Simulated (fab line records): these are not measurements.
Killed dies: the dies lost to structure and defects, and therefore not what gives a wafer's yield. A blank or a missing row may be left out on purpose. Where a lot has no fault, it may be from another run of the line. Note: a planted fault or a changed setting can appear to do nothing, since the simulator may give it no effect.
Which of the tools did it? + flow gf180mcu + 11 lots, 33 wafers sampled, at 5 steps of a route of 602

== WHAT THE GAUGES SHOWED, per wafer ==
GF_V5_THK_MEAS_03. Usual: V5_CVD_02_THK gives 1452 nm (standard deviation 22).
| lot  | measured     | on            | V5_CVD_02_THK (nm) | flag |
|------|--------------|---------------|--------------------|------|
| L503 | day 26 18:24 | film metro-03 | 1458 1442 1484     |      |
| L504 | day 27 03:03 | film metro-04 | 1436 1445 1464     |      |
| L505 | day 27 04:18 | film metro-04 | 1432 1419 1450     |      |
| L509 | day 29 03:13 | film metro-03 | 1224 1252 1233     | OFF  |
| L513 | day 30 08:07 | film metro-01 | 1218 1241 1238     | OFF  |
| L517 | day 31 05:14 | film metro-03 | 1455 1475 1473     |      |
| L516 | day 31 12:46 | film metro-01 | 1429 1461 1468     |      |
| L519 | day 31 19:48 | film metro-03 | 1457 1457 1458     |      |
| L520 | day 32 02:21 | film metro-03 | 1458 1432 1481     |      |
| L521 | day 32 04:42 | film metro-04 | 1442 1470 1484     |      |
| L524 | day 33 02:08 | film metro-01 | 1429 1427 1421     |      |

== EACH LOT AND THE TOOL THAT RAN IT (in order: tool; ch and the chambers of the sampled wafers; start) ==
| lot  | GF_MIM_CVD_05                   | GF_M5_ETCH_09                      | GF_M5_STRIP_11                       | GF_V5_CVD_02                    |
|------|---------------------------------|------------------------------------|--------------------------------------|---------------------------------|
| L503 | pecvd-04 ch 0,1,2, day 24 23:43 | rie diel-02 ch 0,2,3, day 26 17:29 | plasma asher-01 ch 0,1, day 26 17:37 | pecvd-04 ch 1,2, day 26 18:17   |
| L504 | pecvd-01 ch 0,2, day 25 07:56   | rie diel-04 ch 1,2,3, day 27 02:10 | plasma asher-04 ch 0,1, day 27 02:17 | pecvd-04 ch 0,1, day 27 02:56   |
| L505 | pecvd-04 ch 0,1, day 25 10:09   | rie diel-01 ch 0,1,2, day 27 03:18 | plasma asher-03 ch 0,1, day 27 03:33 | pecvd-02 ch 0,1,2, day 27 04:11 |
| L509 | pecvd-01 ch 1,2, day 27 11:02   | rie diel-01 ch 0,3, day 29 02:13   | plasma asher-04 ch 0,1, day 29 02:21 | pecvd-03 ch 0,1, day 29 03:02   |
| L513 | pecvd-01 ch 0,1,2, day 28 16:56 | rie diel-02 ch 1,2,3, day 30 06:34 | plasma asher-04 ch 0,1, day 30 06:44 | pecvd-03 ch 0, day 30 07:53     |
| L517 | pecvd-01 ch 0,2, day 29 15:11   | rie diel-02 ch 0,2,3, day 31 04:19 | plasma asher-01 ch 0, day 31 04:27   | pecvd-02 ch 0,1,2, day 31 05:05 |
| L516 | pecvd-03 ch 0,1, day 30 00:17   | rie diel-04 ch 0,1,2, day 31 11:52 | plasma asher-03 ch 0,1, day 31 11:59 | pecvd-02 ch 1,2, day 31 12:40   |
| L519 | pecvd-03 ch 0,2, day 30 05:52   | rie diel-04 ch 0,1,3, day 31 18:55 | plasma asher-01 ch 0,1, day 31 19:03 | pecvd-02 ch 0,1,2, day 31 19:41 |
| L520 | pecvd-04 ch 1,2, day 30 13:58   | rie diel-04 ch 0,1,2, day 32 01:21 | plasma asher-01 ch 0,1, day 32 01:36 | pecvd-02 ch 1,2, day 32 02:14   |
| L521 | pecvd-03 ch 0,1, day 30 16:29   | rie diel-02 ch 1,2,3, day 32 03:43 | plasma asher-04 ch 0,1, day 32 03:57 | pecvd-04 ch 1,2, day 32 04:35   |
| L524 | pecvd-01 ch 0,1, day 31 14:23   | rie diel-02 ch 1,2, day 33 01:16   | plasma asher-03 ch 0,1, day 33 01:23 | pecvd-03 ch 0,1,2, day 33 02:02 |
- GF_MIM_CVD_05: deposits Si3N4, target thk 42 nm, time 29.086 s.
- GF_M5_ETCH_09: etches Si3N4 in CF4/O2, target depth 52 nm, time 11.6 s.
- GF_M5_STRIP_11: strips in O2/N2.
- GF_V5_CVD_02: deposits SiO2 from TEOS, target thk 1450 nm, time 163.28 s.

== WHAT THE TOOLS THEMSELVES READ (means of the sampled wafers that have a number; where no wafer has one, the mark that the record gives instead) ==
GF_MIM_CVD_05. Usual: heater power outer w 367 W, standard deviation 46; heater power w 637 W, standard deviation 53; rf fwd power W 444.5 W, standard deviation 2.2.
| lot  | tool     | heater power outer w (W) | heater power w (W) | rf fwd power W (W) | flag |
|------|----------|--------------------------|--------------------|--------------------|------|
| L503 | pecvd-04 | 337                      | 602                | 441.7              |      |
| L504 | pecvd-01 | 384                      | 670                | 445.7              |      |
| L505 | pecvd-04 | 402                      | 672                | 441.8              |      |
| L509 | pecvd-01 | 357                      | 633                | 444.0              |      |
| L513 | pecvd-01 | 398                      | 678                | 444.7              |      |
| L517 | pecvd-01 | 351                      | 622                | 444.7              |      |
| L516 | pecvd-03 | 357                      | 607                | 444.6              |      |
| L519 | pecvd-03 | 376                      | 669                | 442.8              |      |
| L520 | pecvd-04 | 287                      | 538                | 442.3              |      |
| L521 | pecvd-03 | 359                      | 611                | 444.9              |      |
| L524 | pecvd-01 | 401                      | 682                | 444.9              |      |

GF_M5_ETCH_09. Usual: bias w 150.0 W, standard deviation 0.45; drypump motor current A 6.0 A, standard deviation 0.32; oes product au 0.993 a.u., standard deviation 0.013; throttle valve pct 5.968 %, standard deviation 0.01.
| lot  | tool        | bias w (W) | drypump motor current A (A) | oes product au (a.u.) | throttle valve pct (%) | flag |
|------|-------------|------------|-----------------------------|-----------------------|------------------------|------|
| L503 | rie diel-02 | 149.7      | 5.9                         | 0.991                 | 5.971                  |      |
| L504 | rie diel-04 | 150.0      | 5.8                         | 0.992                 | 5.973                  |      |
| L505 | rie diel-01 | 150.1      | 6.0                         | 0.988                 | 5.969                  |      |
| L509 | rie diel-01 | 149.2      | 6.0                         | 0.984                 | 5.968                  |      |
| L513 | rie diel-02 | 149.9      | 6.3                         | 1.002                 | 5.970                  |      |
| L517 | rie diel-02 | 150.4      | 5.8                         | 0.987                 | 5.971                  |      |
| L516 | rie diel-04 | 150.8      | 5.9                         | 0.994                 | 5.966                  |      |
| L519 | rie diel-04 | 149.6      | 5.8                         | 0.995                 | 5.960                  |      |
| L520 | rie diel-04 | 149.9      | 5.9                         | 0.992                 | 5.973                  |      |
| L521 | rie diel-02 | 149.7      | 6.3                         | 0.996                 | 5.956                  |      |
| L524 | rie diel-02 | 150.5      | 6.4                         | 0.992                 | 5.972                  |      |

GF_M5_STRIP_11. Usual: drypump motor current A 5.4 A, standard deviation 0.51; heater power w 321 W, standard deviation 17; oes product au 0.543 a.u., standard deviation 0.0048; strip time to endpoint s 7.51 s, standard deviation 0.042.
| lot  | tool            | drypump motor current A (A) | heater power w (W) | oes product au (a.u.) | strip time to endpoint s (s) | flag |
|------|-----------------|-----------------------------|--------------------|-----------------------|------------------------------|------|
| L503 | plasma asher-01 | 5.8                         | 343                | 0.537                 | 7.51                         |      |
| L504 | plasma asher-04 | 5.4                         | 322                | 0.543                 | 7.47                         |      |
| L505 | plasma asher-03 | 5.0                         | 313                | 0.539                 | 7.54                         |      |
| L509 | plasma asher-04 | 5.4                         | 327                | 0.545                 | 7.51                         |      |
| L513 | plasma asher-04 | 5.4                         | 323                | 0.546                 | 7.54                         |      |
| L517 | plasma asher-01 | 5.6                         | 342                | 0.541                 | 7.51                         |      |
| L516 | plasma asher-03 | 5.0                         | 315                | 0.540                 | 7.54                         |      |
| L519 | plasma asher-01 | 5.9                         | 345                | 0.543                 | 7.50                         |      |
| L520 | plasma asher-01 | 5.9                         | 346                | 0.550                 | 7.57                         |      |
| L521 | plasma asher-04 | 5.7                         | 313                | 0.545                 | 7.52                         |      |
| L524 | plasma asher-03 | 5.0                         | 313                | 0.541                 | 7.56                         |      |

GF_V5_CVD_02. Usual: heater power outer w 350 W, standard deviation 69; heater power w 618 W, standard deviation 78; rf fwd power W 597.6 W, standard deviation 2.
| lot  | tool     | heater power outer w (W) | heater power w (W) | rf fwd power W (W) | flag |
|------|----------|--------------------------|--------------------|--------------------|------|
| L503 | pecvd-04 | 290                      | 543                | 595.3              |      |
| L504 | pecvd-04 | 351                      | 633                | 598.1              |      |
| L505 | pecvd-02 | 337                      | 591                | 598.1              |      |
| L509 | pecvd-03 | 415                      | 708                | 359.2              | OFF  |
| L513 | pecvd-03 | 369                      | 670                | 356.8              | OFF  |
| L517 | pecvd-02 | 364                      | 627                | 594.5              |      |
| L516 | pecvd-02 | 357                      | 618                | 595.5              |      |
| L519 | pecvd-02 | 382                      | 645                | 595.6              |      |
| L520 | pecvd-02 | 393                      | 659                | 595.9              |      |
| L521 | pecvd-04 | 291                      | 544                | 598.4              |      |
| L524 | pecvd-03 | 417                      | 722                | 599.2              |      |

== THE ANSWER, worked out from the rows above alone ==
Rule: a lot counts as off when the mean over its wafers that have a number is more than 3 standard deviations away from the usual mean. A lot without any number at a reading at which 4 lots or more have one is off too. Where the step has rows for the other lots, those lots are counted as sound. The gauges are gone through in route order, then the tools' own readings, and for those a lot's mean is taken as printed above. The first step at which some lot is off is used, and at that step the reading that is off furthest; a lot without a number counts as furthest.
Off: at GF_V5_THK_MEAS_03 (V5_CVD_02_THK), L509, L513.
If a tool, at a process step before that reading, ran all the lots that are off and no sound lot after the first of them, it fits. The gauges at GF_V5_THK_MEAS_03 aren't tried: what is off there is off at GF_V5_CVD_02 too, on other tools, and a gauge's error can't cause that. None of those tried fits.

== WHAT THE SIMULATOR HAD PUT IN ==
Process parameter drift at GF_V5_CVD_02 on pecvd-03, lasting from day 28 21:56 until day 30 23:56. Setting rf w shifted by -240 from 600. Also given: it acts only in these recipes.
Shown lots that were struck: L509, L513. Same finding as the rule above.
